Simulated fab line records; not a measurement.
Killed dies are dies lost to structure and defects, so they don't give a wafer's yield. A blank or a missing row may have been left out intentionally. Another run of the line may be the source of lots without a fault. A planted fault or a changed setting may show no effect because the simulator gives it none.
Which tool is to blame? || flow gf180mcu || 13 lots with 39 wafers sampled at 6 steps, on a route of 602 steps

WHAT EACH GAUGE READ, for each wafer
GF_HV_LDD_CD_MEAS_07 targets a cd of 400 nm.
{"lot": "L506", "measured": "day 10 06:37", "on": "cd_sem-02", "cd_nm (nm)": "399.6 398.5 399.3"}
{"lot": "L507", "measured": "day 10 17:32", "on": "cd_sem-02", "cd_nm (nm)": "398.8 401.1 398.5"}
{"lot": "L508", "measured": "day 10 21:31", "on": "cd_sem-01", "cd_nm (nm)": "400.7 401.7 400.8"}
{"lot": "L513", "measured": "day 12 15:09", "on": "cd_sem-02", "cd_nm (nm)": "401.2 401.2 401.1"}
{"lot": "L518", "measured": "day 14 00:47", "on": "cd_sem-02", "cd_nm (nm)": "- - -"}
{"lot": "L521", "measured": "day 14 23:44", "on": "cd_sem-01", "cd_nm (nm)": "396.6 395.9 396.0"}
{"lot": "L522", "measured": "day 15 05:52", "on": "cd_sem-01", "cd_nm (nm)": "401.0 402.1 401.0"}
{"lot": "L523", "measured": "day 15 13:11", "on": "cd_sem-02", "cd_nm (nm)": "402.3 400.3 401.1"}
{"lot": "L524", "measured": "day 15 18:39", "on": "cd_sem-01", "cd_nm (nm)": "400.6 400.8 400.3"}
{"lot": "L525", "measured": "day 16 05:41", "on": "cd_sem-01", "cd_nm (nm)": "402.6 399.7 401.5"}
{"lot": "L526", "measured": "day 16 11:25", "on": "cd_sem-01", "cd_nm (nm)": "401.1 404.0 400.6"}
{"lot": "L527", "measured": "day 16 22:25", "on": "cd_sem-02", "cd_nm (nm)": "399.2 400.7 399.2"}
{"lot": "L528", "measured": "day 17 00:48", "on": "cd_sem-01", "cd_nm (nm)": "402.5 403.1 402.4"}

GF_HV_LDD_TW_MEAS_11.
{"lot": "L506", "measured": "day 10 07:01", "on": "film_metro-01", "HV_LDD_TW": "2394 2399 2402"}
{"lot": "L507", "measured": "day 10 17:55", "on": "film_metro-01", "HV_LDD_TW": "2392 2389 2380"}
{"lot": "L508", "measured": "day 10 21:55", "on": "film_metro-01", "HV_LDD_TW": "2395 2388 2388"}
{"lot": "L513", "measured": "day 12 15:34", "on": "film_metro-03", "HV_LDD_TW": "2419 2407 2427"}
{"lot": "L518", "measured": "day 14 01:10", "on": "film_metro-03", "HV_LDD_TW": "30 30 30"}
{"lot": "L521", "measured": "day 15 00:09", "on": "film_metro-02", "HV_LDD_TW": "2401 2407 2393"}
{"lot": "L522", "measured": "day 15 06:16", "on": "film_metro-02", "HV_LDD_TW": "2402 2413 2423"}
{"lot": "L523", "measured": "day 15 13:35", "on": "film_metro-01", "HV_LDD_TW": "2403 2391 2385"}
{"lot": "L524", "measured": "day 15 19:02", "on": "film_metro-02", "HV_LDD_TW": "2414 2416 2404"}
{"lot": "L525", "measured": "day 16 06:06", "on": "film_metro-02", "HV_LDD_TW": "2410 2416 2417"}
{"lot": "L526", "measured": "day 16 11:50", "on": "film_metro-02", "HV_LDD_TW": "2411 2410 2431"}
{"lot": "L527", "measured": "day 16 22:49", "on": "film_metro-03", "HV_LDD_TW": "2400 2404 2406"}
{"lot": "L528", "measured": "day 17 01:13", "on": "film_metro-02", "HV_LDD_TW": "2402 2391 2403"}

GF_HV_LDD_TW_MEAS_23.
{"lot": "L506", "measured": "day 11 01:49", "on": "film_metro-01", "HV_LDD_2_TW": "1040 1055 1044"}
{"lot": "L507", "measured": "day 11 11:55", "on": "film_metro-03", "HV_LDD_2_TW": "1064 1058 1054"}
{"lot": "L508", "measured": "day 11 16:38", "on": "film_metro-01", "HV_LDD_2_TW": "1045 1047 1047"}
{"lot": "L513", "measured": "day 13 12:13", "on": "film_metro-03", "HV_LDD_2_TW": "1047 1057 1056"}
{"lot": "L518", "measured": "day 14 22:59", "on": "film_metro-01", "HV_LDD_2_TW": "2423 2433 2439"}
{"lot": "L521", "measured": "day 15 22:14", "on": "film_metro-02", "HV_LDD_2_TW": "1056 1056 1055"}
{"lot": "L522", "measured": "day 16 04:32", "on": "film_metro-03", "HV_LDD_2_TW": "1052 1048 1046"}
{"lot": "L523", "measured": "day 16 12:07", "on": "film_metro-02", "HV_LDD_2_TW": "1054 1053 1061"}
{"lot": "L524", "measured": "day 16 17:13", "on": "film_metro-02", "HV_LDD_2_TW": "1059 1064 1055"}
{"lot": "L525", "measured": "day 17 05:10", "on": "film_metro-03", "HV_LDD_2_TW": "1059 1063 1059"}
{"lot": "L526", "measured": "day 17 10:43", "on": "film_metro-02", "HV_LDD_2_TW": "1046 1048 1051"}
{"lot": "L527", "measured": "day 17 21:22", "on": "film_metro-02", "HV_LDD_2_TW": "1045 1059 1052"}
{"lot": "L528", "measured": "day 18 01:22", "on": "film_metro-02", "HV_LDD_2_TW": "1055 1056 1056"}

GF_HV_LDD_CD_MEAS_31 targets a cd of 400 nm.
{"lot": "L506", "measured": "day 11 19:51", "on": "cd_sem-02", "cd_nm (nm)": "399.0 396.4 399.1"}
{"lot": "L507", "measured": "day 12 06:26", "on": "cd_sem-02", "cd_nm (nm)": "400.4 399.3 398.6"}
{"lot": "L508", "measured": "day 12 11:50", "on": "cd_sem-01", "cd_nm (nm)": "402.6 405.1 404.6"}
{"lot": "L513", "measured": "day 14 08:17", "on": "cd_sem-01", "cd_nm (nm)": "400.2 401.4 401.2"}
{"lot": "L518", "measured": "day 15 20:27", "on": "cd_sem-01", "cd_nm (nm)": "398.0 399.4 398.4"}
{"lot": "L521", "measured": "day 16 20:24", "on": "cd_sem-01", "cd_nm (nm)": "399.2 400.8 404.3"}
{"lot": "L522", "measured": "day 17 02:19", "on": "cd_sem-01", "cd_nm (nm)": "397.4 399.7 399.0"}
{"lot": "L523", "measured": "day 17 10:26", "on": "cd_sem-01", "cd_nm (nm)": "403.0 402.5 399.8"}
{"lot": "L524", "measured": "day 17 16:09", "on": "cd_sem-02", "cd_nm (nm)": "400.8 401.2 400.5"}
{"lot": "L525", "measured": "day 18 04:07", "on": "cd_sem-02", "cd_nm (nm)": "401.9 398.1 403.9"}
{"lot": "L526", "measured": "day 18 09:55", "on": "cd_sem-01", "cd_nm (nm)": "397.8 398.0 398.5"}
{"lot": "L527", "measured": "day 18 21:05", "on": "cd_sem-01", "cd_nm (nm)": "396.6 398.9 401.0"}
{"lot": "L528", "measured": "day 19 01:09", "on": "cd_sem-01", "cd_nm (nm)": "396.1 395.5 396.5"}

GF_HV_LDD_OVL_MEAS_32.
{"lot": "L506", "measured": "day 11 19:58", "on": "overlay-01", "HV_LDD_02_OVL (nm)": "2.9 2.6 3.5"}
{"lot": "L507", "measured": "day 12 06:32", "on": "overlay-02", "HV_LDD_02_OVL (nm)": "-0.8 -1.8 -2.3"}
{"lot": "L508", "measured": "day 12 11:56", "on": "overlay-02", "HV_LDD_02_OVL (nm)": "-2.2 -2.7 -2.5"}
{"lot": "L513", "measured": "day 14 08:25", "on": "overlay-02", "HV_LDD_02_OVL (nm)": "-3.3 0.2 -2.3"}
{"lot": "L518", "measured": "day 15 20:33", "on": "overlay-01", "HV_LDD_02_OVL (nm)": "0.6 0.2 -0.2"}
{"lot": "L521", "measured": "day 16 20:31", "on": "overlay-01", "HV_LDD_02_OVL (nm)": "-4.4 -5.0 -4.2"}
{"lot": "L522", "measured": "day 17 02:25", "on": "overlay-02", "HV_LDD_02_OVL (nm)": "1.7 0.8 1.4"}
{"lot": "L523", "measured": "day 17 10:33", "on": "overlay-01", "HV_LDD_02_OVL (nm)": "-0.8 0.9 -1.1"}
{"lot": "L524", "measured": "day 17 16:14", "on": "overlay-02", "HV_LDD_02_OVL (nm)": "2.7 0.9 2.6"}
{"lot": "L525", "measured": "day 18 04:13", "on": "overlay-01", "HV_LDD_02_OVL (nm)": "0.1 -1.2 -0.2"}
{"lot": "L526", "measured": "day 18 10:02", "on": "overlay-02", "HV_LDD_02_OVL (nm)": "4.5 2.9 4.6"}
{"lot": "L527", "measured": "day 18 21:11", "on": "overlay-01", "HV_LDD_02_OVL (nm)": "2.5 1.4 2.4"}
{"lot": "L528", "measured": "day 19 01:16", "on": "overlay-02", "HV_LDD_02_OVL (nm)": "-1.1 -2.2 -2.0"}

WHICH TOOL RAN EACH LOT (tool, then ch and the chambers of the sampled wafers, then the start)
{"lot": "L506", "GF_HV_LDD_EXPOSE_04": "iline_stepper-01 ch 0, day 9 22:10"}
{"lot": "L507", "GF_HV_LDD_EXPOSE_04": "iline_stepper-01 ch 0, day 10 08:37"}
{"lot": "L508", "GF_HV_LDD_EXPOSE_04": "iline_stepper-01 ch 0, day 10 12:55"}
{"lot": "L513", "GF_HV_LDD_EXPOSE_04": "iline_stepper-02 ch 0, day 12 05:58"}
{"lot": "L518", "GF_HV_LDD_EXPOSE_04": "iline_stepper-01 ch 0, day 13 14:38"}
{"lot": "L521", "GF_HV_LDD_EXPOSE_04": "iline_stepper-02 ch 0, day 14 13:08"}
{"lot": "L522", "GF_HV_LDD_EXPOSE_04": "iline_stepper-02 ch 0, day 14 19:06"}
{"lot": "L523", "GF_HV_LDD_EXPOSE_04": "iline_stepper-01 ch 0, day 15 03:19"}
{"lot": "L524", "GF_HV_LDD_EXPOSE_04": "iline_stepper-02 ch 0, day 15 07:50"}
{"lot": "L525", "GF_HV_LDD_EXPOSE_04": "iline_stepper-01 ch 0, day 15 19:08"}
{"lot": "L526", "GF_HV_LDD_EXPOSE_04": "iline_stepper-02 ch 0, day 16 00:47"}
{"lot": "L527", "GF_HV_LDD_EXPOSE_04": "iline_stepper-02 ch 0, day 16 10:59"}
{"lot": "L528", "GF_HV_LDD_EXPOSE_04": "iline_stepper-02 ch 0, day 16 13:31"}
- GF_HV_LDD_EXPOSE_04: exposes mask Nplus LV AREA, target cd 400 nm.

AS READ BY THE TOOLS THEMSELVES (means over the sampled wafers that have a number; for cases with no such wafer, the mark the record gives instead)
GF_HV_LDD_EXPOSE_04.
{"lot": "L506", "tool": "iline_stepper-01", "focus_offset_nm (nm)": -0.4}
{"lot": "L507", "tool": "iline_stepper-01", "focus_offset_nm (nm)": 0.2}
{"lot": "L508", "tool": "iline_stepper-01", "focus_offset_nm (nm)": -0.3}
{"lot": "L513", "tool": "iline_stepper-02", "focus_offset_nm (nm)": 0.3}
{"lot": "L518", "tool": "iline_stepper-01", "focus_offset_nm (nm)": 0.0}
{"lot": "L521", "tool": "iline_stepper-02", "focus_offset_nm (nm)": -0.1}
{"lot": "L522", "tool": "iline_stepper-02", "focus_offset_nm (nm)": -0.3}
{"lot": "L523", "tool": "iline_stepper-01", "focus_offset_nm (nm)": -0.8}
{"lot": "L524", "tool": "iline_stepper-02", "focus_offset_nm (nm)": -0.2}
{"lot": "L525", "tool": "iline_stepper-01", "focus_offset_nm (nm)": -0.7}
{"lot": "L526", "tool": "iline_stepper-02", "focus_offset_nm (nm)": -0.2}
{"lot": "L527", "tool": "iline_stepper-02", "focus_offset_nm (nm)": 0.3}
{"lot": "L528", "tool": "iline_stepper-02", "focus_offset_nm (nm)": 0.4}

THE ANSWER, worked out from the rows above alone
Rule: the usual values come from the lots themselves. Put in order of their means at a reading, lots are off if they are a third of the lots or fewer, leave a main group of 4 or more, and stand apart from it by a gap of 3 or more times the standard deviation of the main group's means; of several such gaps the widest counts. The tables above print the reading to a certain number of digits; a main group whose means all agree to those digits is not used. Also off: a lot with no number at a reading for which 4 or more lots have one. All remaining lots with rows at the step are treated as sound. First the gauges in route order, then the tools' own readings, where a lot's mean is used as printed above. The first step at which some lot is off is used, and at that step the reading that is off furthest; a lot without a number counts as furthest.
Off at GF_HV_LDD_CD_MEAS_07 (cd_nm): L518. Without a number there: L518. The main group: mean 400.5 nm, standard deviation 1.6.
A tool fits if, at a process step before that reading, it ran every lot that is off, and no sound lot after the first of them. The gauges at GF_HV_LDD_CD_MEAS_07 aren't tried: what is off there is off at GF_HV_LDD_TW_MEAS_11 too, on other tools, and a gauge's error can't cause that. None of those tried fits.

WHAT THE SIMULATOR HAD PUT IN
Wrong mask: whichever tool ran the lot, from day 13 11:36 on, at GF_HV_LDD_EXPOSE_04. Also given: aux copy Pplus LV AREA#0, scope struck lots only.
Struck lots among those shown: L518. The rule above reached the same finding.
